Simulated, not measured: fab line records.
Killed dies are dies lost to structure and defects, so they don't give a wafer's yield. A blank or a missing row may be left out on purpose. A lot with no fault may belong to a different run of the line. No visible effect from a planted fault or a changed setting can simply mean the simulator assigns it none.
fab line records | flow sky130
record: lots: 11 | wafers: 33 | last_day: 50
route steps=708 shown VIA2@510 METAL3@535 PAD_OPEN@708
lots untouched by any fault: they come from a run of this same line in which no faults occurred
start_h: start of the lot's first displayed wafer, in hours after the record's first day | wait_h: how many hours have passed since the lot's step before this one | " as in the row above | L1.1+2: a single row standing in for several wafers | - no value, or no start was given | * or withheld: withheld | < > ~ a bound
route shown NAME@n: a module of which the file shows steps, and the number in the route of the first | usual: mean/standard deviation of fault-free wafers | same: alike in all rows | chamber/n: place in a boat | sites: readings site by site | _std_site: standard deviation of those values | _edge_site: mean of outer sites minus mean of inner sites | radius_mm: for every site, how far away it sits from the centre of the wafer | mask NAME#n: copy n | behind: the last tool/chamber to shape the wafer | hold: why the lot went on hold/how many hours it stayed there/how the hold came to an end | device: the n, p or np transistor that did not switch | end of line: at the end of the route, the tests of the same wafers | where a step has no rows: the recipe by itself | killed: dies lost to structure and defects at the first sort, not the wafer's yield | map: a wafer's dies, x killed, . not, _ none there
set.NAME: the run value of the setting; set.NAME@STEP: its run value at that earlier step | model.NAME: the simulator's own value behind a step, which no gauge read
route steps across a sampled set of lots; one table per step, one row per wafer
services: the hour from which a tool's chamber was out of use, counted from the record's first day as start_h (under 0 if before that day), plus the number of hours and why
== steps ==
step: SKY_VIA2_BOW_MEAS_03
recipe: mode: bow
usual: VIA2_BOW: 86/7
lot.wafer | tool          | chamber | start_h | wait_h | VIA2_BOW[um]
L661.1    | film_metro-01 | -       | 849.45  | 0.2    | 86
L661.4    | "             | -       | "       | "      | 75
L661.6    | "             | -       | "       | "      | 88
L663.3    | film_metro-01 | -       | 860.16  | 0.3    | 90
L663.4    | "             | -       | "       | "      | 90
L663.6    | "             | -       | "       | "      | 96
L664.1    | film_metro-01 | -       | 866.81  | 0.2    | 92
L664.2    | "             | -       | "       | "      | 88
L664.3    | "             | -       | "       | "      | 84
L668.1    | film_metro-01 | -       | 901.38  | 0.2    | 74
L668.4    | "             | -       | "       | "      | 79
L668.6    | "             | -       | "       | "      | 83
L670.1    | film_metro-04 | -       | 902.92  | 0.2    | 81
L670.4    | "             | -       | "       | "      | 83
L670.5    | "             | -       | "       | "      | 72
L674.4    | film_metro-01 | -       | 932.61  | 0.3    | 84
L674.5    | "             | -       | "       | "      | 86
L674.6    | "             | -       | "       | "      | 94
L678.1    | film_metro-04 | -       | 969.13  | 0.2    | 93
L678.3    | "             | -       | "       | "      | 80
L678.5    | "             | -       | "       | "      | 88
L679.1    | film_metro-03 | -       | 971.55  | 0.1    | 90
L679.2    | "             | -       | "       | "      | 82
L679.5    | "             | -       | "       | "      | 94
L680.1    | film_metro-01 | -       | 989.91  | 0.1    | 83
L680.3    | "             | -       | "       | "      | 94
L680.6    | "             | -       | "       | "      | 82
L681.2    | film_metro-04 | -       | 996.83  | 0.3    | 93
L681.3    | "             | -       | "       | "      | 90
L681.6    | "             | -       | "       | "      | 87
L682.1    | film_metro-04 | -       | 1005.32 | 0.2    | 82
L682.2    | "             | -       | "       | "      | 89
L682.4    | "             | -       | "       | "      | 90
step: SKY_VIA2_CVD_21
recipe: material: W | target_thk_nm: 420 | time_s: 126.4 | temp_c: 400 | pressure_torr: 40
usual: heater_power_w: 776/41
lot.wafer | tool     | chamber | start_h | wait_h | heater_power_w
L661.1    | cvd_w-02 | 1       | 876.45  | 0.0    | 814
L661.4    | "        | 0       | "       | "      | 791
L661.6    | "        | 1       | "       | "      | 781
L663.3    | cvd_w-02 | 0       | 886.89  | 0.1    | 822
L663.4    | "        | 1       | "       | "      | 799
L663.6    | "        | 0       | "       | "      | 821
L664.1    | cvd_w-02 | 0       | 893.63  | 0.0    | 789
L664.2    | "        | 1       | "       | "      | 809
L664.3    | "        | 1       | "       | "      | 779
L668.1    | cvd_w-02 | 1       | 927.75  | 0.0    | 774
L668.4    | "        | 1       | "       | "      | 790
L668.6    | "        | 1       | "       | "      | 787
L670.1    | cvd_w-02 | 1       | 929.50  | 0.0    | 813
L670.4    | "        | 1       | "       | "      | 791
L670.5    | "        | 1       | "       | "      | 771
L674.4    | cvd_w-02 | 1       | 958.12  | 0.1    | 786
L674.5    | "        | 1       | "       | "      | 794
L674.6    | "        | 0       | "       | "      | 816
L678.1    | cvd_w-02 | 1       | 994.42  | 0.0    | 772
L678.3    | "        | 0       | "       | "      | 821
L678.5    | "        | 1       | "       | "      | 803
L679.1    | cvd_w-01 | 0       | 997.50  | 0.0    | 714
L679.2    | "        | 1       | "       | "      | 760
L679.5    | "        | 0       | "       | "      | 704
L680.1    | cvd_w-01 | 0       | 1015.01 | 0.0    | 686
L680.3    | "        | 1       | "       | "      | 771
L680.6    | "        | 1       | "       | "      | 763
L681.2    | cvd_w-01 | 1       | 1021.34 | 0.0    | 754
L681.3    | "        | 0       | "       | "      | 696
L681.6    | "        | 1       | "       | "      | 774
L682.1    | cvd_w-02 | 1       | 1029.47 | 0.0    | 793
L682.2    | "        | 0       | "       | "      | 816
L682.4    | "        | 0       | "       | "      | 810
step: SKY_METAL3_SPUTTER_03
recipe: material: Ti | target_thk_nm: 5 | power_w: 3000 | time_s: 3.3 | chamber_pressure_pa: 0.4
usual: throttle_valve_pct: 29.9/0.68
lot.wafer | tool           | chamber | start_h | wait_h | throttle_valve_pct
L661.1    | pvd_sputter-01 | -       | 877.14  | 0.0    | 29.7
L661.4    | "              | -       | "       | "      | 30.8
L661.6    | "              | -       | "       | "      | 29.8
L663.3    | pvd_sputter-04 | -       | 887.54  | 0.0    | 29.4
L663.4    | "              | -       | "       | "      | 30.3
L663.6    | "              | -       | "       | "      | 29.5
L664.1    | pvd_sputter-01 | -       | 894.32  | 0.0    | 29.5
L664.2    | "              | -       | "       | "      | 30.7
L664.3    | "              | -       | "       | "      | 29.7
L668.1    | pvd_sputter-01 | -       | 928.57  | 0.0    | 29.5
L668.4    | "              | -       | "       | "      | 31.2
L668.6    | "              | -       | "       | "      | 30.8
L670.1    | pvd_sputter-01 | -       | 930.32  | 0.0    | 31.1
L670.4    | "              | -       | "       | "      | 29.8
L670.5    | "              | -       | "       | "      | 30.1
L674.4    | pvd_sputter-01 | -       | 958.77  | 0.0    | 29.2
L674.5    | "              | -       | "       | "      | 29.3
L674.6    | "              | -       | "       | "      | 30.2
L678.1    | pvd_sputter-04 | -       | 995.12  | 0.0    | 29.9
L678.3    | "              | -       | "       | "      | 30.2
L678.5    | "              | -       | "       | "      | 29.4
L679.1    | pvd_sputter-04 | -       | 998.19  | 0.0    | 30.4
L679.2    | "              | -       | "       | "      | 30.3
L679.5    | "              | -       | "       | "      | 30.1
L680.1    | pvd_sputter-03 | -       | 1015.70 | 0.0    | 31.3
L680.3    | "              | -       | "       | "      | 28.7
L680.6    | "              | -       | "       | "      | 28.8
L681.2    | pvd_sputter-04 | -       | 1022.03 | 0.0    | 30.3
L681.3    | "              | -       | "       | "      | 29.0
L681.6    | "              | -       | "       | "      | 28.8
L682.1    | pvd_sputter-03 | -       | 1030.17 | 0.0    | 31.2
L682.2    | "              | -       | "       | "      | 30.5
L682.4    | "              | -       | "       | "      | 28.6
step: SKY_METAL3_COAT_08
recipe: resist: KrF-thick | spin_rpm: 3000 | resist_thk_nm: 1140
usual: exhaust_pa: 45.0/0.83 | spin_speed_rpm: 3000.2/2.1
lot.wafer | tool           | chamber | start_h | wait_h | exhaust_pa | spin_speed_rpm
L661.1    | litho_track-04 | 0       | 916     | -      | 46.1       | 3003.3
L661.4    | "              | 0       | "       | "      | 45.7       | 3003.0
L661.6    | "              | 0       | "       | "      | 45.4       | 3000.4
L663.3    | litho_track-04 | 0       | 926     | -      | 45.0       | 2999.6
L663.4    | "              | 0       | "       | "      | 45.7       | 2998.4
L663.6    | "              | 0       | "       | "      | 44.1       | 3005.2
L664.1    | litho_track-04 | 0       | 931     | -      | 45.0       | 3002.2
L664.2    | "              | 0       | "       | "      | 43.8       | 3004.5
L664.3    | "              | 0       | "       | "      | 44.3       | 3000.0
L668.1    | litho_track-04 | 0       | 966     | -      | 43.6       | 3208.7
L668.4    | "              | 0       | "       | "      | 44.9       | 3209.8
L668.6    | "              | 0       | "       | "      | 44.5       | 3210.1
L670.1    | litho_track-02 | 0       | 968     | -      | 46.2       | 2996.9
L670.4    | "              | 0       | "       | "      | 46.6       | 2995.8
L670.5    | "              | 0       | "       | "      | 45.3       | 2998.7
L674.4    | litho_track-04 | 0       | 996     | -      | 43.8       | 3208.1
L674.5    | "              | 0       | "       | "      | 44.4       | 3210.6
L674.6    | "              | 0       | "       | "      | 44.6       | 3211.3
L678.1    | litho_track-02 | 0       | 1031    | -      | 44.8       | 3002.4
L678.3    | "              | 0       | "       | "      | 44.7       | 2998.5
L678.5    | "              | 0       | "       | "      | 45.2       | 3000.5
L679.1    | litho_track-03 | 0       | 1034    | -      | 45.1       | 2997.8
L679.2    | "              | 0       | "       | "      | 45.7       | 2998.7
L679.5    | "              | 0       | "       | "      | 46.5       | 3000.1
L680.1    | litho_track-02 | 0       | 1050    | -      | 44.1       | 3004.1
L680.3    | "              | 0       | "       | "      | 45.2       | 3000.9
L680.6    | "              | 0       | "       | "      | 44.5       | 2999.1
L681.2    | litho_track-02 | 0       | 1056    | -      | 45.2       | 2999.1
L681.3    | "              | 0       | "       | "      | 45.9       | 3001.1
L681.6    | "              | 0       | "       | "      | 47.1       | 3002.7
L682.1    | litho_track-04 | 0       | 1064    | -      | 44.3       | 3003.2
L682.2    | "              | 0       | "       | "      | 44.2       | 3004.7
L682.4    | "              | 0       | "       | "      | 42.9       | 3000.8
step: SKY_METAL3_STRIP_19
recipe: chemistry: O2/N2 | power_w: 1400 | pressure_mtorr: 1500 | platen_temp_c: withheld | o2_flow_sccm: 3000 | n2_flow_sccm: 300 | overash_fraction: 0.5
usual: drypump_motor_current_A: 5.86/0.25 | oes_product_au: 0.500/0.005 | strip_time_to_endpoint_s: 6.48/0.077
lot.wafer | tool            | chamber | start_h | wait_h | drypump_motor_current_A | oes_product_au | rf_hours_counter_h | strip_time_to_endpoint_s
L661.1    | plasma_asher-04 | 0       | 929.82  | 0.1    | 5.57                    | 0.506          | 81                 | 6.69
L661.4    | "               | 1       | "       | "      | 6.07                    | 0.500          | -                  | 6.53
L661.6    | "               | 1       | "       | "      | 6.08                    | 0.504          | -                  | 6.64
L663.3    | plasma_asher-02 | 1       | 939.30  | 0.1    | 6.27                    | 0.498          | -                  | 6.38
L663.4    | "               | 0       | "       | "      | 5.87                    | 0.494          | -                  | 6.50
L663.6    | "               | 1       | "       | "      | 6.29                    | 0.498          | -                  | 6.37
L664.1    | plasma_asher-01 | 1       | 945.01  | 0.1    | 5.82                    | 0.495          | 107                | 6.38
L664.2    | "               | 0       | "       | "      | 5.59                    | 0.504          | 107                | 6.48
L664.3    | "               | 0       | "       | "      | 5.57                    | 0.502          | -                  | 6.47
L668.1    | plasma_asher-02 | 1       | 980.32  | 0.1    | 6.28                    | 0.478          | 23                 | 6.10
L668.4    | "               | 1       | "       | "      | 6.26                    | 0.483          | -                  | 6.08
L668.6    | "               | 0       | "       | "      | 5.85                    | 0.484          | -                  | 6.10
L670.1    | plasma_asher-01 | 0       | 981.37  | 0.1    | 5.62                    | 0.514          | 111                | 6.61
L670.4    | "               | 0       | "       | "      | 5.59                    | 0.501          | -                  | 6.47
L670.5    | "               | 0       | "       | "      | 5.59                    | 0.502          | -                  | 6.69
L674.4    | plasma_asher-04 | 0       | 1009.83 | 0.2    | 5.54                    | 0.483          | -                  | 6.11
L674.5    | "               | 0       | "       | "      | 5.54                    | 0.484          | -                  | 6.06
L674.6    | "               | 1       | "       | "      | 6.11                    | 0.485          | -                  | 6.07
L678.1    | plasma_asher-04 | 1       | 1043.09 | 0.1    | 6.09                    | 0.502          | 93                 | 6.47
L678.3    | "               | 0       | "       | "      | 5.56                    | 0.500          | -                  | 6.45
L678.5    | "               | 1       | "       | "      | 6.07                    | 0.504          | -                  | 6.45
L679.1    | plasma_asher-02 | 0       | 1046.38 | 0.1    | 5.86                    | 0.500          | 29                 | 6.40
L679.2    | "               | 1       | "       | "      | 6.28                    | 0.490          | 29                 | 6.33
L679.5    | "               | 1       | "       | "      | 6.28                    | 0.499          | -                  | 6.46
L680.1    | plasma_asher-02 | 0       | 1061.79 | 0.1    | 5.83                    | 0.506          | 31                 | 6.48
L680.3    | "               | 0       | "       | "      | 5.82                    | 0.501          | -                  | 6.49
L680.6    | "               | 0       | "       | "      | 5.85                    | 0.501          | -                  | 6.50
L681.2    | plasma_asher-04 | 1       | 1067.61 | 0.1    | 6.11                    | 0.510          | 95                 | 6.57
L681.3    | "               | 1       | "       | "      | 6.11                    | 0.501          | -                  | 6.49
L681.6    | "               | 1       | "       | "      | 6.12                    | 0.504          | -                  | 6.59
L682.1    | plasma_asher-04 | 0       | 1075.99 | 0.1    | 5.56                    | 0.508          | 96                 | 6.58
L682.2    | "               | 1       | "       | "      | 6.09                    | 0.490          | 96                 | 6.42
L682.4    | "               | 0       | "       | "      | 5.55                    | 0.505          | -                  | 6.54
step: SKY_PAD_OPEN_PROBE_99
usual: defect_limited_yield: 82.8/2 | killed_at_M0_to_M3: 43/6.4 | killed_at_M4_up: 3.1/2 | killed_at_contacts: 24/5.2 | killed_at_front_end: 15/4.3 | killed_at_other: 0.2/0.48 | killed_dies: 85/9.7 | killed_open: 47/6.9 | killed_short: 38/6.7 | sort_bin_3_pad_short: 0.9/0.48 | sort_bin_5_function: 10.3/1.6 | sort_bin_6_memory: 6.1/0.97 | sort_n_pass: 407/9.7 | sort_yield_pct: 82.8/2
same: gross_dies: 492 | killed_at_back_side: 0 | sort_bin_4_leakage[%]: 0 | sort_bin_8_speed[%]: 0
lot.wafer | tool      | chamber | start_h | wait_h | defect_limited_yield[%] | killed_at_M0_to_M3 | killed_at_M4_up | killed_at_contacts | killed_at_front_end | killed_at_other | killed_dies | killed_open | killed_short | sort_bin_3_pad_short[%] | sort_bin_5_function[%] | sort_bin_6_memory[%] | sort_n_pass | sort_yield_pct[%]
L674.5    | prober-01 | -       | 1165.74 | 0.2    | 85.2                    | 35                 | 0               | 20                 | 18                  | 0               | 73          | 40          | 33           | 0.6                     | 7.1                    | 7.1                  | 419         | 85.2
killed by level:class
L674.5 VIA1:geometric_particle:open=8 LI_CONTACT:geometric_particle:open=7 FIELD_ISO:geometric_particle:open=6 POLY_GATE:geometric_particle:short=6 METAL2:geometric_particle:short=6 METAL2:geometric_particle:open=5 LOCAL_INTERCONNECT:geometric_particle:short=4 CONTACT:geometric_particle:open=4
== services ==
tool            | chamber | start_h | hours | kind
cvd_w-01        | -       | 860.29  | 28.1  | pm
pvd_sputter-01  | -       | 879.24  | 2.2   | repair
cvd_w-02        | -       | 887.37  | 3.7   | repair
plasma_asher-02 | -       | 894.69  | 10.6  | repair
cvd_w-01        | -       | 904.00  | 14.0  | pm
pvd_sputter-04  | -       | 905.25  | 12.4  | repair
cvd_w-02        | 0       | 927.33  | 9.6   | repair
pvd_sputter-04  | 3       | 945.76  | -     | consumable_replace:kit
pvd_sputter-04  | 3       | 945.76  | 18.0  | scheduled_down
pvd_sputter-04  | 3       | 945.76  | 18.0  | vent_cycle
cvd_w-01        | 1       | 971.38  | 4.8   | repair
pvd_sputter-03  | -       | 997.27  | 1.2   | repair
pvd_sputter-01  | -       | 1000.03 | 7.2   | repair
pvd_sputter-01  | 2       | 1048.27 | -     | consumable_replace:kit
pvd_sputter-01  | 2       | 1048.27 | 18.0  | scheduled_down
pvd_sputter-01  | 2       | 1048.27 | 18.0  | vent_cycle
plasma_asher-01 | -       | 1055.25 | 9.0   | pm
cvd_w-01        | -       | 1056.48 | 1.3   | repair
pvd_sputter-04  | 2       | 1063.01 | -     | consumable_replace:kit
pvd_sputter-04  | 2       | 1063.01 | 18.0  | scheduled_down
pvd_sputter-04  | 2       | 1063.01 | 18.0  | vent_cycle
cvd_w-01        | -       | 1069.77 | 2.8   | pm
pvd_sputter-04  | -       | 1072.02 | 5.4   | repair
cvd_w-02        | -       | 1073.59 | 2.8   | pm
== key ==
first_sign: step: SKY_METAL3_COAT_08 | reading: spin_speed_rpm | direction: up | sigmas: 99+ | usual: 3000.2 | struck: 3209.8
effect: step: SKY_METAL3_STRIP_19 | reading: strip_time_to_endpoint_s | direction: down | sigmas: 5.1 | usual: * | struck: *
met_at SKY_METAL3_COAT_08
struck_lots L668,L674
not_acting_at SKY_VIA2_BOW_MEAS_03,SKY_VIA2_CVD_21,SKY_METAL3_SPUTTER_03
onset_between 931 966
fault: kind: process_parameter_drift | tool: litho_track-04 | chamber: - | onset_h: 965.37 | steps: SKY_METAL3_COAT_08 | channel: spin_rpm | offset: 210.72 | shape: step | end_h: 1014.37 | acts_in: these_recipes_only | stated: 3000
